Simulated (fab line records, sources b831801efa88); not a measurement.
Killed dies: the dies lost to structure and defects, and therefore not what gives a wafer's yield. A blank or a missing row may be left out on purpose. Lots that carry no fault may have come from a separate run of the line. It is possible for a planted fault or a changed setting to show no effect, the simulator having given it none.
fab line records	flow sky130
record: lots: 13	wafers: 37	lastDay: 50
route steps=708 shown SONOS_ONO@183 POLY_GATE@227 POLY_CUT@315 LI_CONTACT@362
lots that met no fault: taken from a fault-free run of the same line
startH: hours from the record's first day to the start of the lot's first wafer shown	waitH: time in hours since the lot's previous step	" identical to the entry in the row above	L1.1+2: a single row standing in for several wafers	- either no value or no given start	* or withheld: withheld	< > ~ a bound
route shown NAME@n: a module of which the file shows steps, and the number in the route of the first	usual: the fault-free wafers' mean and standard deviation	same: alike in all rows	chamber/n: place in a boat	sites: the reading at each site	_std_site: standard deviation across them	_edge_site: the outer-site mean with the inner-site mean subtracted	radiusMm: how far each site lies from the wafer's centre	mask NAME#n: copy n	behind: tool/chamber where the wafer was last shaped	hold: cause of the lot's hold/its duration in hours/its outcome	device: whichever transistor did not switch (one of n, p or np)	end of line: the route-end tests of the same wafers	a step given without rows: its recipe and nothing more	killed: the dies lost at the first sort to structure and to defects; this is not the yield of the wafer	map: dies across one wafer; x = killed, . = not, _ = none there
set.NAME: the setting the step ran with; set.NAME@STEP: the setting that earlier step ran with	model.NAME: the simulator's own value behind a step, which no gauge read
one table for each step of the route and one row for each wafer, over a sample of lots
services: the hour from which a tool's chamber was out of use, counted from the record's first day as startH (under 0 if before that day), plus the number of hours and why
== steps ==
step: SKY_SONOS_ONO_ETCH_15
recipe: targetDepthNm: 19.52	chemistry: CHF3/O2	sourceW: 600	biasW: 200	pressureMtorr: 40	chf3FlowSccm: 50	O2_flow_sccm: 5	timeS: 7.8
usual: drypumpMotorCurrentA: 5.7/0.44	oesProductAu: 1.000/0.0093	throttleValvePct: 8.823/0.01
lot.wafer	tool	chamber	startH	waitH	drypumpMotorCurrentA	oesProductAu	rfHoursCounterH	throttleValvePct
L811.4	rieDiel-04	1	286.35	0.0	5.9	0.992	6	8.820
L811.5	"	3	"	"	5.8	1.003	-	8.823
L811.6	"	0	"	"	4.9	0.996	-	8.809
L812.1	rieDiel-03	0	294.80	0.0	6.1	1.005	75	8.832
L812.3	"	2	"	"	5.5	1.015	82	8.823
L812.6	"	0	"	"	6.1	0.997	-	8.822
L813.1	rieDiel-03	3	299.25	0.0	5.5	0.988	9	8.829
L813.3	"	2	"	"	5.5	1.016	82	8.807
L813.5	"	2	"	"	5.5	1.014	-	8.830
L816.1	rieDiel-03	2	330.76	0.0	5.5	1.021	82	8.837
L816.2	"	0	"	"	6.1	1.003	75	8.824
L816.5	"	0	"	"	6.1	0.991	-	8.824
L817.3	rieDiel-01	0	338.35	0.0	6.4	0.997	6	8.833
L817.4	"	3	"	"	4.9	1.002	1	8.830
L817.5	"	0	"	"	6.4	1.006	-	8.843
L819.2	rieDiel-01	0	354.55	0.0	6.4	1.015	7	8.824
L819.4	"	3	"	"	4.9	1.009	1	8.824
L819.6	"	0	"	"	6.4	1.016	-	8.832
L821.2	rieDiel-01	1	368.50	0.0	5.9	0.995	11	8.842
L821.4	"	2	"	"	5.6	0.982	3	8.806
L821.5	"	2	"	"	5.6	0.993	-	8.821
L822.2	rieDiel-03	0	377.41	0.0	6.1	0.994	76	8.832
L822.3	"	1	"	"	6.3	1.003	0	8.829
L823.1	rieDiel-01	0	391.41	0.0	6.4	0.992	7	8.823
L823.3	"	3	"	"	4.9	0.995	1	8.804
L824.1	rieDiel-03	3	396.26	0.0	5.5	0.983	11	8.822
L824.2	"	0	"	"	6.1	0.998	77	8.847
L824.6	"	2	"	"	5.5	1.012	-	8.812
L830.1	rieDiel-04	1	441.40	0.0	5.9	0.999	9	8.828
L830.2	"	0	"	"	4.9	1.004	3	8.823
L830.6	"	2	"	"	6.0	0.999	-	8.842
L832.1	rieDiel-04	1	461.10	0.0	5.9	0.992	9	8.813
L832.2	"	2	"	"	6.0	0.994	75	8.832
L832.4	"	0	"	"	5.0	0.999	3	8.817
L833.1	rieDiel-03	3	469.91	0.0	5.5	0.999	13	8.823
L833.4	"	2	"	"	5.5	1.019	86	8.832
L833.5	"	1	"	"	6.3	1.001	-	8.822
step: SKY_POLY_GATE_CD_MEAS_13
recipe: targetCdNm: 150
usual: cdNm: 150.0/1.2
lot.wafer	tool	chamber	startH	waitH	cdNm
L811.4	cdSem-02	-	375.17	-	150.6
L811.5	"	-	"	"	150.5
L811.6	"	-	"	"	150.3
L812.1	cdSem-01	-	383.86	-	147.9
L812.3	"	-	"	"	148.3
L812.6	"	-	"	"	149.3
L813.1	cdSem-02	-	388.36	-	148.8
L813.3	"	-	"	"	148.5
L813.5	"	-	"	"	149.9
L816.1	cdSem-01	-	428.16	-	148.5
L816.2	"	-	"	"	149.3
L816.5	"	-	"	"	149.9
L817.3	cdSem-01	-	436.10	-	148.5
L817.4	"	-	"	"	151.4
L817.5	"	-	"	"	151.4
L819.2	cdSem-01	-	450.67	-	149.9
L819.4	"	-	"	"	150.9
L819.6	"	-	"	"	150.8
L821.2	cdSem-02	-	470.13	-	148.1
L821.4	"	-	"	"	147.9
L821.5	"	-	"	"	149.1
L822.2	cdSem-01	-	475.18	-	148.6
L822.3	"	-	"	"	148.7
L823.1	cdSem-01	-	500.65	-	149.5
L823.3	"	-	"	"	149.6
L824.1	cdSem-02	-	500.91	-	150.0
L824.2	"	-	"	"	150.5
L824.6	"	-	"	"	149.5
L830.1	cdSem-02	-	540.60	-	151.6
L830.2	"	-	"	"	151.8
L830.6	"	-	"	"	151.1
L832.1	cdSem-02	-	558.71	-	149.8
L832.2	"	-	"	"	148.0
L832.4	"	-	"	"	149.3
L833.1	cdSem-02	-	567.45	-	150.4
L833.4	"	-	"	"	149.3
L833.5	"	-	"	"	150.3
step: SKY_POLY_CUT_CD_MEAS_08
recipe: targetCdNm: 270
usual: cdNm: 270.1/1.4
lot.wafer	tool	chamber	startH	waitH	cdNm
L811.4	cdSem-02	-	561.87	-	272.5
L811.5	"	-	"	"	272.5
L811.6	"	-	"	"	271.3
L812.1	cdSem-01	-	570.84	-	267.6
L812.3	"	-	"	"	268.5
L812.6	"	-	"	"	269.1
L813.1	cdSem-02	-	574.01	-	271.0
L813.3	"	-	"	"	271.3
L813.5	"	-	"	"	270.6
L816.1	cdSem-02	-	613.46	-	269.8
L816.2	"	-	"	"	269.4
L816.5	"	-	"	"	270.5
L817.3	cdSem-01	-	620.88	-	270.8
L817.4	"	-	"	"	270.3
L817.5	"	-	"	"	270.1
L819.2	cdSem-01	-	638.36	-	272.5
L819.4	"	-	"	"	272.2
L819.6	"	-	"	"	269.7
L821.2	cdSem-01	-	654.38	-	269.4
L821.4	"	-	"	"	268.6
L821.5	"	-	"	"	269.5
L822.2	cdSem-02	-	660.91	-	272.1
L822.3	"	-	"	"	270.6
L823.1	cdSem-01	-	682.66	-	267.6
L823.3	"	-	"	"	268.4
L824.1	cdSem-01	-	683.56	-	271.6
L824.2	"	-	"	"	270.6
L824.6	"	-	"	"	271.5
L830.1	cdSem-02	-	719.01	-	268.5
L830.2	"	-	"	"	269.8
L830.6	"	-	"	"	270.6
L832.1	cdSem-01	-	736.74	-	270.8
L832.2	"	-	"	"	271.9
L832.4	"	-	"	"	272.0
L833.1	cdSem-02	-	740.64	-	269.1
L833.4	"	-	"	"	268.8
L833.5	"	-	"	"	267.2
step: SKY_LI_CONTACT_HDPCVD_00
recipe: material: PSG	targetThkNm: 930	sigmaOpenFrac: 0.3	timeS: 155	tempC: 600	sih4FlowSccm: 60	pressureMtorr: 6
lot.wafer	tool	chamber	startH	waitH
L811.4+5+6	hdpcvd-01	1,2,0	650.99	0.1
L812.1+3+6	hdpcvd-01	2,2,0	658.78	0.0
L813.1+3+5	hdpcvd-01	2,1,1	662.37	0.0
L816.1+2+5	hdpcvd-02	1,2,1	700.10	0.0
L817.3+4+5	hdpcvd-02	1,2,0	706.91	0.0
L819.2+4+6	hdpcvd-01	2,0,2	723.67	0.0
L821.2+4+5	hdpcvd-02	0,0,1	739.13	0.0
L822.2+3	hdpcvd-01	0,2	745.48	0.0
L823.1+3	hdpcvd-01	0,2	766.26	0.0
L824.1+2+6	hdpcvd-01	1,2,0	767.66	0.0
L830.1+2+6	hdpcvd-02	1,0,2	801.07	0.0
L832.1+2+4	hdpcvd-02	0,2,0	820.02	0.0
L833.1+4+5	hdpcvd-02	2,2,1	822.37	0.0
step: SKY_LI_CONTACT_THK_MEAS_01
recipe: reads: PSG_of_LI_CONTACT_HDPCVD_00
usual: LI_CONTACT_HDPCVD_THK: 924/9.7
lot.wafer	tool	chamber	startH	waitH	LI_CONTACT_HDPCVD_THK[nm]
L811.4	filmMetro-02	-	651.07	0.0	937
L811.5	"	-	"	"	940
L811.6	"	-	"	"	924
L812.1	filmMetro-04	-	658.93	0.1	930
L812.3	"	-	"	"	932
L812.6	"	-	"	"	922
L813.1	filmMetro-02	-	662.48	0.1	929
L813.3	"	-	"	"	915
L813.5	"	-	"	"	918
L816.1	filmMetro-02	-	700.20	0.1	924
L816.2	"	-	"	"	936
L816.5	"	-	"	"	921
L817.3	filmMetro-04	-	707.03	0.1	900
L817.4	"	-	"	"	912
L817.5	"	-	"	"	913
L819.2	filmMetro-02	-	723.78	0.1	941
L819.4	"	-	"	"	927
L819.6	"	-	"	"	929
L821.2	filmMetro-03	-	739.25	0.1	916
L821.4	"	-	"	"	921
L821.5	"	-	"	"	916
L822.2	filmMetro-04	-	745.59	0.1	1282
L822.3	"	-	"	"	1300
L823.1	filmMetro-04	-	766.36	0.1	925
L823.3	"	-	"	"	1302
L824.1	filmMetro-04	-	767.77	0.1	922
L824.2	"	-	"	"	1288
L824.6	"	-	"	"	905
L830.1	filmMetro-04	-	801.17	0.1	916
L830.2	"	-	"	"	923
L830.6	"	-	"	"	904
L832.1	filmMetro-03	-	820.12	0.1	936
L832.2	"	-	"	"	933
L832.4	"	-	"	"	926
L833.1	filmMetro-04	-	822.47	0.1	930
L833.4	"	-	"	"	935
L833.5	"	-	"	"	928
step: SKY_LI_CONTACT_CMP_02
recipe: material: PSG	downForcePsi: 4	platenRpm: 60	padVelocityMS: 0.94248
usual: motorCurrentA: 12.2/1.4	timeToEndpointS: 32.2/2.2
lot.wafer	tool	chamber	startH	waitH	motorCurrentA	timeToEndpointS
L811.4	cmp-02	3	651.25	0.2	10.4	33.6
L811.5	"	0	"	"	11.8	29.9
L811.6	"	1	"	"	11.6	29.6
L812.1	cmp-01	3	658.99	0.1	13.8	32.1
L812.3	"	0	"	"	12.8	33.1
L812.6	"	3	"	"	14.2	32.9
L813.1	cmp-01	1	662.54	0.1	14.2	28.2
L813.3	"	2	"	"	10.1	28.6
L813.5	"	2	"	"	10.0	31.6
L816.1	cmp-01	0	700.26	0.1	11.9	29.4
L816.2	"	3	"	"	14.2	32.4
L816.5	"	1	"	"	13.3	28.2
L817.3	cmp-01	3	707.07	0.0	13.8	30.7
L817.4	"	2	"	"	9.7	33.4
L817.5	"	0	"	"	12.5	32.2
L819.4	cmp-01	1	723.83	0.0	13.5	27.2
L819.2	"	3	"	"	13.6	33.5
L819.6	"	2	"	"	9.8	30.7
L821.4	cmp-02	1	739.40	0.1	10.9	32.9
L821.2	"	2	"	"	14.5	33.3
L821.5	"	0	"	"	12.1	33.9
L822.3	cmp-01	2	745.81	0.2	9.7	74.5
L822.2	"	1	"	"	13.8	67.6
L823.3	cmp-02	0	766.62	0.2	11.8	68.6
L823.1	"	2	"	"	14.2	32.3
L824.2	cmp-02	1	767.83	0.0	11.1	69.4
L824.1	"	3	"	"	11.0	32.7
L824.6	"	1	"	"	11.4	30.9
L830.1	cmp-02	0	801.28	0.1	11.8	33.6
L830.2	"	1	"	"	11.8	34.8
L830.6	"	0	"	"	11.8	29.5
L832.2	cmp-01	1	820.18	0.0	13.1	32.5
L832.4	"	2	"	"	9.4	34.4
L832.1	"	3	"	"	14.3	33.3
L833.1	cmp-01	0	822.58	0.1	12.5	35.0
L833.4	"	1	"	"	13.4	33.7
L833.5	"	3	"	"	14.4	35.1
== services ==
tool	chamber	startH	hours	kind
hdpcvd-01	1	288.90	4.4	repair
cmp-01	-	300.17	5.6	repair
hdpcvd-01	-	316.01	2.8	pm
hdpcvd-02	0	362.98	11.5	repair
hdpcvd-01	-	366.25	15.0	pm
cmp-01	-	369.33	1.7	repair
hdpcvd-02	2	429.29	9.7	repair
cmp-01	-	429.39	5.7	repair
cmp-01	-	457.71	3.5	pm
hdpcvd-02	-	479.75	28.1	pm
cmp-01	-	484.70	3.0	repair
cmp-01	-	521.27	0.4	repair
cmp-01	-	577.79	0.8	repair
cmp-01	-	578.72	6.5	pm
cmp-01	-	585.23	4.0	pm
cmp-01	-	591.29	2.7	repair
cmp-01	-	594.02	4.6	pm
hdpcvd-02	0	596.96	22.4	repair
hdpcvd-01	2	630.56	4.9	repair
hdpcvd-02	-	650.75	15.0	pm
hdpcvd-01	1	654.96	5.6	repair
cmp-01	-	786.15	4.3	repair
hdpcvd-01	-	814.76	2.3	repair
hdpcvd-01	-	817.91	5.5	pm
== key ==
firstSign: step: SKY_LI_CONTACT_THK_MEAS_01	reading: LI_CONTACT_HDPCVD_THK	direction: up	sigmas: 38	usual: 924	struck: 1293
effect: step: SKY_LI_CONTACT_CMP_02	reading: timeToEndpointS	direction: up	sigmas: 17	usual: *	struck: *
metAt SKY_LI_CONTACT_HDPCVD_00
struckLots L822,L823,L824
struckWafers L822.2,L822.3,L823.3,L824.2
testerLeftOut L822,L823,L824
notActingAt SKY_SONOS_ONO_ETCH_15,SKY_POLY_GATE_CD_MEAS_13,SKY_POLY_CUT_CD_MEAS_08
onsetBetween 723.67 745.48
fault: kind: processParameterDrift	tool: hdpcvd-01	chamber: -	onsetH: 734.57	steps: SKY_LI_CONTACT_HDPCVD_00	channel: targetThkNm	offset: 370.74	shape: step	endH: 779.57	scope: struckWafersOnly	actsIn: theseRecipesOnly	stated: 930
testerLeftOut: of these lots the tester's yield and bins aren't shown, on N5 and GAA mostly nor the transistor test; their killed dies are dies lost to structure and defects alone, not to doping, threshold or leakage, so they don't give the yield
